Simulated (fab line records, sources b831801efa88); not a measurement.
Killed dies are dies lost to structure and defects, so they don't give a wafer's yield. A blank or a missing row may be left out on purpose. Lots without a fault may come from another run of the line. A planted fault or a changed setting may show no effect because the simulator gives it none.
Chamber matching | flow gf180mcu | GF_HV_LDD_ETCHBACK_58 on rie_diel-03: 4 sister chambers
The step etches Si3N4 in CH3F/O2, stops on SiO2, time 100 s, target depth 90 nm. 8 wafers are shown with their chamber, then 12 later ones without.

WAFERS WITH THEIR CHAMBER
wafer  | chamber | drypump_motor_current_A (A) | oes_product_au (a.u.)
L082.5 | 2       | 5.9                         | 0.857
L084.3 | 3       | 6.6                         | 0.841
L084.4 | 2       | 5.9                         | 0.846
L086.1 | 1       | 6.5                         | 0.844
L086.5 | 3       | 6.6                         | 0.849
L087.1 | 1       | 6.5                         | 0.843
L087.4 | 0       | 5.6                         | 0.831
L087.5 | 0       | 5.5                         | 0.836

WAFERS WITHOUT THEIR CHAMBER
wafer  | drypump_motor_current_A (A) | oes_product_au (a.u.)
L090.1 | 6.5                         | 0.850
L090.2 | 5.9                         | 0.852
L090.3 | 5.6                         | 0.848
L091.2 | 6.5                         | 0.834
L091.5 | 5.6                         | 0.828
L091.6 | 6.5                         | 0.832
L092.3 | 5.9                         | 0.837
L092.5 | 5.6                         | 0.843
L092.6 | 6.6                         | 0.838
L095.2 | 6.6                         | 0.843
L095.4 | 5.6                         | 0.840
L095.6 | 5.9                         | 0.838

WHICH CHAMBER EACH WENT THROUGH
wafer  | from the rows above     | in truth
L090.1 | can't be placed: 1 or 3 | 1
L090.2 | 2                       | 2
L090.3 | 0                       | 0
L091.2 | can't be placed: 1 or 3 | 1
L091.5 | 0                       | 0
L091.6 | can't be placed: 1 or 3 | 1
L092.3 | 2                       | 2
L092.5 | 0                       | 0
L092.6 | can't be placed: 3 or 1 | 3
L095.2 | 3                       | 3
L095.4 | 0                       | 0
L095.6 | 2                       | 2
Placed correctly: 8 of 12. Can't be placed from these rows: 4 (the true chamber is among the candidates in 4). Placed wrongly: 0.
How it was worked out, from the rows above alone: a wafer's distance from a chamber is the root of the sum, over the readings, of the square of ((its reading less the chamber's mean) divided by the reading's scatter). The wafer belongs to the nearest chamber; if the next one is less than 2 further off, it can't be placed. A chamber's mean is the mean of its shown wafers. The scatter: the root of (the sum of the squares of (reading less its chamber's mean) over the shown wafers, divided by (wafers less chambers)).
